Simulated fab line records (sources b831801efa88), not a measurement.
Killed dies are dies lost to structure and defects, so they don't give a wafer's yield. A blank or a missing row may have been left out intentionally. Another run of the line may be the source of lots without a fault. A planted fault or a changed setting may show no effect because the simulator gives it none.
fab line records	flow sfq-line
record lots=14	wafers=42	last-day=92
route steps=325 shown I4@165 JJ@179 M5@198
lots with no fault: from the same line, run without faults
start-h: the number of hours between the record's first day and the start of the first shown wafer of the lot	wait-h: how many hours have passed since the lot's step before this one	" repeats the value in the row above	L1.1+2: a single row standing in for several wafers	- either no value or no given start	* or withheld: withheld	< > ~ a bound
route shown NAME@n: a module of which the file shows steps, and the number in the route of the first	usual: the fault-free wafers' mean and standard deviation	same: alike in all rows	chamber/n: place in a boat	sites: readings site by site	_std_site: the values' standard deviation	_edge_site: inner sites' mean taken away from outer sites' mean	radius-mm: how far each site lies from the wafer's centre	mask NAME#n: copy n	behind: the most recent tool/chamber to have shaped the wafer	hold: cause of the lot's hold/its duration in hours/its outcome	device: names the non-switching transistor (n, p or np)	end of line: tests run on the same wafers once the route is complete	a step without rows: its recipe alone	killed: at the first sort, the dies lost to defects and structure; wafer yield is something else	map: the dies of a wafer, with x for killed, . for not killed, _ for no die there
set.NAME: the run value of the setting; set.NAME@STEP: its run value at that earlier step	model.NAME: the simulator's own value behind a step, which no gauge read
the route's steps for a sample of lots (tables are steps, rows are wafers)
services: the hour from which a tool's chamber was out of use, counted from the record's first day as start-h (under 0 if before that day), plus the number of hours and why
## steps
# step SFQ_I4_BOW_MEAS_927
# recipe mode=bow
# usual I4_BOW=0/9.2
lot.wafer	tool	chamber	start-h	wait-h	I4_BOW[um]
L960.1	film-metro-03	-	975.87	2.5	3
L960.3	"	-	"	"	2
L960.5	"	-	"	"	5
L961.3	film-metro-04	-	994.64	1.5	7
L961.4	"	-	"	"	2
L961.6	"	-	"	"	5
L962.2	film-metro-04	-	1043.41	2.0	7
L962.3	"	-	"	"	14
L962.4	"	-	"	"	13
L966.4	film-metro-04	-	1067.45	2.6	-4
L966.5	"	-	"	"	9
L966.6	"	-	"	"	1
L967.3	film-metro-03	-	1070.43	2.5	12
L967.5	"	-	"	"	0
L967.6	"	-	"	"	7
L968.3	film-metro-02	-	1073.43	1.0	-13
L968.5	"	-	"	"	-15
L968.6	"	-	"	"	-13
L969.1	film-metro-02	-	1076.39	2.0	-10
L969.2	"	-	"	"	-3
L969.3	"	-	"	"	-3
L970.3	film-metro-03	-	1079.43	2.5	-1
L970.4	"	-	"	"	5
L970.5	"	-	"	"	6
L974.2	film-metro-02	-	1117.43	2.0	-6
L974.5	"	-	"	"	7
L974.6	"	-	"	"	10
L975.2	film-metro-03	-	1121.41	1.0	-3
L975.3	"	-	"	"	2
L975.4	"	-	"	"	8
L978.3	film-metro-04	-	1130.63	1.5	-3
L978.4	"	-	"	"	-10
L978.6	"	-	"	"	7
L981.2	film-metro-02	-	1142.61	2.0	-10
L981.4	"	-	"	"	-12
L981.6	"	-	"	"	-22
L982.1	film-metro-03	-	1148.39	2.0	-1
L982.2	"	-	"	"	13
L982.6	"	-	"	"	7
L983.1	film-metro-04	-	1166.99	2.5	-14
L983.2	"	-	"	"	-1
L983.6	"	-	"	"	6
# step SFQ_TRILAYER_I4_VIA_ETCH_VIA_ETCH_106
# recipe target=SiO2	stop-on=Nb	mask-material=PR	taper-deg=20	chemistry=CHF3	target-depth-nm=260	source-w=500	bias-w=80	pressure-mtorr=30	time-s=withheld
# usual drypump-motor-current-A=6.0/0.56	oes-product-au=0.854/0.005
lot.wafer	tool	chamber	start-h	wait-h	drypump-motor-current-A	oes-product-au
L960.1	rie-diel-01	2	1131.74	0.0	5.0	0.851
L960.3	"	3	"	"	6.4	0.857
L960.5	"	0	"	"	6.0	0.859
L961.3	rie-diel-04	2	1144.94	0.0	6.3	0.853
L961.4	"	0	"	"	5.1	0.859
L961.6	"	1	"	"	6.4	0.851
L962.2	rie-diel-01	2	1181.03	0.0	5.0	0.850
L962.3	"	3	"	"	6.4	0.856
L962.4	"	0	"	"	6.0	0.855
L966.4	rie-diel-04	3	1200.11	0.1	5.8	0.854
L966.5	"	2	"	"	6.2	0.850
L966.6	"	1	"	"	6.4	0.857
L967.3	rie-diel-02	1	1204.85	0.0	5.8	0.859
L967.5	"	2	"	"	6.7	0.850
L967.6	"	1	"	"	5.8	0.852
L968.3	rie-diel-04	1	1208.45	0.0	6.4	0.855
L968.5	"	2	"	"	6.3	0.854
L968.6	"	1	"	"	6.4	0.851
L969.1	rie-diel-01	1	1210.85	0.0	6.6	0.851
L969.2	"	3	"	"	6.4	0.857
L969.3	"	2	"	"	5.0	0.853
L970.3	rie-diel-02	3	1214.45	0.0	5.6	0.849
L970.4	"	2	"	"	6.7	0.836
L970.5	"	3	"	"	5.6	0.852
L974.2	rie-diel-02	1	1257.25	0.0	5.8	0.856
L974.5	"	1	"	"	5.8	0.859
L974.6	"	0	"	"	5.1	0.848
L975.2	rie-diel-01	2	1260.85	0.0	5.0	0.858
L975.3	"	0	"	"	6.0	0.854
L975.4	"	1	"	"	6.6	0.854
L978.3	rie-diel-02	1	1271.65	0.0	5.8	0.853
L978.4	"	3	"	"	5.6	0.848
L978.6	"	2	"	"	6.7	0.846
L981.2	rie-diel-02	3	1286.05	0.0	5.6	0.855
L981.4	"	1	"	"	5.8	0.854
L981.6	"	3	"	"	5.6	0.856
L982.1	rie-diel-01	3	1293.25	0.0	6.4	0.853
L982.2	"	2	"	"	5.0	0.854
L982.6	"	0	"	"	6.0	0.855
L983.1	rie-diel-02	1	1308.85	0.0	5.7	0.851
L983.2	"	0	"	"	5.0	0.851
L983.6	"	3	"	"	5.6	0.858
# step SFQ_TRILAYER_JJ_TRILAYER_DEP_SPUTTER_109
# recipe material=Nb	base-pressure-pa=1.33e-06	chamber-pressure-pa=0.1333	substrate-temp-c=20	target-thk-nm=150	power-w=2000	time-s=100
# usual throttle-valve-pct=30.3/0.83
lot.wafer	tool	chamber	start-h	wait-h	throttle-valve-pct
L960.1	pvd-sputter-06	-	1132.83	0.0	29.1
L960.3	"	-	"	"	30.6
L960.5	"	-	"	"	30.6
L961.3	pvd-sputter-04	-	1146.06	0.0	29.5
L961.4	"	-	"	"	29.4
L961.6	"	-	"	"	29.6
L962.2	pvd-sputter-06	-	1182.12	0.0	30.2
L962.3	"	-	"	"	30.8
L962.4	"	-	"	"	28.7
L966.4	pvd-sputter-06	-	1201.14	0.0	30.4
L966.5	"	-	"	"	30.6
L966.6	"	-	"	"	30.5
L967.3	pvd-sputter-03	-	1205.78	0.0	30.1
L967.5	"	-	"	"	29.2
L967.6	"	-	"	"	31.4
L968.3	pvd-sputter-03	-	1209.37	0.0	29.1
L968.5	"	-	"	"	30.2
L968.6	"	-	"	"	31.3
L969.1	pvd-sputter-04	-	1211.77	0.0	30.3
L969.2	"	-	"	"	29.6
L969.3	"	-	"	"	29.5
L970.3	pvd-sputter-06	-	1215.37	0.0	30.8
L970.4	"	-	"	"	30.1
L970.5	"	-	"	"	29.2
L974.2	pvd-sputter-03	-	1258.19	0.0	30.2
L974.5	"	-	"	"	30.8
L974.6	"	-	"	"	30.1
L975.2	pvd-sputter-06	-	1261.77	0.0	29.9
L975.3	"	-	"	"	30.5
L975.4	"	-	"	"	28.9
L978.3	pvd-sputter-03	-	1272.57	0.0	30.2
L978.4	"	-	"	"	31.6
L978.6	"	-	"	"	30.8
L981.2	pvd-sputter-03	-	1286.97	0.0	29.2
L981.4	"	-	"	"	31.0
L981.6	"	-	"	"	30.1
L982.1	pvd-sputter-03	-	1294.77	0.0	30.8
L982.2	"	-	"	"	31.4
L982.6	"	-	"	"	30.8
L983.1	pvd-sputter-03	-	1309.77	0.0	30.3
L983.2	"	-	"	"	30.9
L983.6	"	-	"	"	30.9
# step SFQ_TRILAYER_M5_LITHO_COAT_128
# recipe resist=BARC	spin-rpm=3000	resist-thk-nm=62
# usual resist-line-temp-C=23.00/0.098
lot.wafer	tool	chamber	start-h	wait-h	resist-line-temp-C
L960.1	litho-track-03	0	1275.53	0.0	23.05
L960.3	"	0	"	"	23.02
L960.5	"	0	"	"	23.12
L961.3	litho-track-03	0	1293.59	0.1	22.99
L961.4	"	0	"	"	22.85
L961.6	"	0	"	"	23.00
L962.2	litho-track-04	0	1333.07	0.1	22.97
L962.3	"	0	"	"	23.00
L962.4	"	0	"	"	23.09
L966.4	litho-track-04	0	1349.80	0.1	23.10
L966.5	"	0	"	"	23.23
L966.6	"	0	"	"	22.94
L967.3	litho-track-01	0	1353.35	0.1	23.14
L967.5	"	0	"	"	23.02
L967.6	"	0	"	"	23.15
L968.3	litho-track-04	0	1358.15	0.1	23.16
L968.5	"	0	"	"	23.06
L968.6	"	0	"	"	23.09
L969.1	litho-track-04	0	1360.45	0.0	23.02
L969.2	"	0	"	"	23.02
L969.3	"	0	"	"	22.96
L970.3	litho-track-03	0	1362.95	0.1	22.85
L970.4	"	0	"	"	23.16
L970.5	"	0	"	"	22.97
L974.2	litho-track-03	0	1406.10	0.1	22.71
L974.5	"	0	"	"	23.06
L974.6	"	0	"	"	22.82
L975.2	litho-track-03	0	1409.70	0.1	23.05
L975.3	"	0	"	"	23.03
L975.4	"	0	"	"	23.05
L978.3	litho-track-01	0	1419.35	0.1	23.04
L978.4	"	0	"	"	23.07
L978.6	"	0	"	"	23.09
L981.2	litho-track-04	0	1431.47	0.1	22.99
L981.4	"	0	"	"	23.03
L981.6	"	0	"	"	23.14
L982.1	litho-track-04	0	1437.47	0.0	23.04
L982.2	"	0	"	"	22.92
L982.6	"	0	"	"	22.77
L983.1	litho-track-03	0	1451.82	0.0	22.90
L983.2	"	0	"	"	23.10
L983.6	"	0	"	"	22.91
# step SFQ_TRILAYER_M5_BARC_OPEN_METAL_ETCH_161
# recipe mask-material=PR	chemistry=O2	target-depth-nm=125	target=BARC	icp-w=600	bias-w=80	pressure-mtorr=10	time-s=41.7
# usual drypump-motor-current-A=5.2/0.34	oes-product-au=0.685/0.0042
lot.wafer	tool	chamber	start-h	wait-h	drypump-motor-current-A	oes-product-au	rf-hours-counter-h
L960.1	rie-metal-04	0	1322.35	0.0	5.1	0.689	35
L960.3	"	0	"	"	5.1	0.686	-
L960.5	"	0	"	"	5.1	0.682	-
L961.3	rie-metal-03	1	1323.57	0.0	5.5	0.690	-
L961.4	"	0	"	"	5.3	0.689	-
L961.6	"	1	"	"	5.5	0.688	-
L962.2	rie-metal-04	0	1335.31	0.0	5.0	0.690	38
L962.3	"	0	"	"	5.0	0.681	-
L962.4	"	1	"	"	5.3	0.680	-
L966.4	rie-metal-02	0	1351.95	0.0	5.6	0.706	-
L966.5	"	0	"	"	5.7	0.696	-
L966.6	"	1	"	"	4.8	0.698	-
L967.3	rie-metal-02	1	1355.55	0.0	4.7	0.688	-
L967.5	"	1	"	"	4.7	0.682	-
L967.6	"	0	"	"	5.7	0.681	-
L968.3	rie-metal-02	0	1361.59	0.2	5.7	0.704	-
L968.5	"	0	"	"	5.6	0.698	-
L968.6	"	1	"	"	4.7	0.696	-
L969.1	rie-metal-02	1	1363.82	0.0	4.7	0.701	11
L969.2	"	0	"	"	5.7	0.699	7
L969.3	"	1	"	"	4.7	0.702	-
L970.3	rie-metal-04	1	1365.15	0.0	5.3	0.683	-
L970.4	"	0	"	"	5.0	0.681	-
L970.5	"	0	"	"	5.1	0.690	-
L974.2	rie-metal-03	1	1409.40	0.0	5.5	0.690	136
L974.5	"	1	"	"	5.5	0.693	-
L974.6	"	0	"	"	5.3	0.685	-
L975.2	rie-metal-03	0	1411.93	0.0	5.3	0.694	26
L975.3	"	1	"	"	5.5	0.687	-
L975.4	"	0	"	"	5.3	0.688	-
L978.3	rie-metal-04	0	1421.55	0.0	5.1	0.684	-
L978.4	"	1	"	"	5.3	0.684	-
L978.6	"	0	"	"	5.0	0.683	-
L981.2	rie-metal-02	1	1433.83	0.0	4.7	0.687	20
L981.4	"	1	"	"	4.7	0.689	-
L981.6	"	1	"	"	4.7	0.696	-
L982.1	rie-metal-03	0	1440.52	0.0	5.3	0.688	30
L982.2	"	1	"	"	5.5	0.687	141
L982.6	"	1	"	"	5.5	0.684	-
L983.1	rie-metal-03	1	1456.36	0.0	5.5	0.689	144
L983.2	"	0	"	"	5.3	0.683	33
L983.6	"	1	"	"	5.5	0.681	-
## services
tool	chamber	start-h	hours	kind
rie-metal-02	-	1111.40	1.2	repair
rie-metal-03	1	1113.11	1.7	repair
rie-diel-02	-	1148.52	2.8	pm
rie-metal-02	-	1192.97	0.1	repair
rie-metal-04	-	1207.02	4.3	pm
rie-diel-02	-	1232.29	4.3	pm
rie-metal-04	0	1233.16	23.5	repair
rie-diel-02	0	1242.54	5.3	repair
rie-diel-01	3	1273.98	3.5	repair
rie-diel-01	2	1274.91	8.6	repair
rie-metal-04	0	1298.26	12.6	repair
rie-diel-01	-	1311.64	2.8	pm
rie-diel-02	2	1316.36	11.8	repair
pvd-sputter-06	-	1329.02	2.9	repair
rie-diel-01	3	1356.52	19.4	repair
pvd-sputter-03	-	1356.73	3.2	repair
rie-metal-04	-	1361.15	0.5	repair
rie-diel-02	3	1364.05	3.8	repair
rie-diel-02	3	1377.40	4.9	repair
rie-diel-02	2	1379.30	3.8	repair
rie-diel-01	2	1381.01	3.7	repair
rie-diel-02	3	1391.73	1.4	repair
rie-diel-02	3	1418.19	11.0	repair
rie-diel-01	0	1425.89	34.2	repair
## key
first-sign step=SFQ_TRILAYER_M5_BARC_OPEN_METAL_ETCH_161	reading=oes-product-au	direction=up	sigmas=3.5	usual=0.685	struck=0.700
effect none on later readings
met-at SFQ_TRILAYER_M5_LITHO_COAT_128
struck-lots L966,L968,L969
not-acting-at SFQ_I4_BOW_MEAS_927,SFQ_TRILAYER_I4_VIA_ETCH_VIA_ETCH_106,SFQ_TRILAYER_JJ_TRILAYER_DEP_SPUTTER_109
onset-between 1333.07 1349.80
fault kind=process-parameter-drift	tool=litho-track-04	chamber=-	onset-h=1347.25	steps=SFQ_TRILAYER_M5_LITHO_COAT_128	channel=resist-thk-nm	offset=3.4065	shape=step	end-h=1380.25	acts-in=these-recipes-only	stated=62
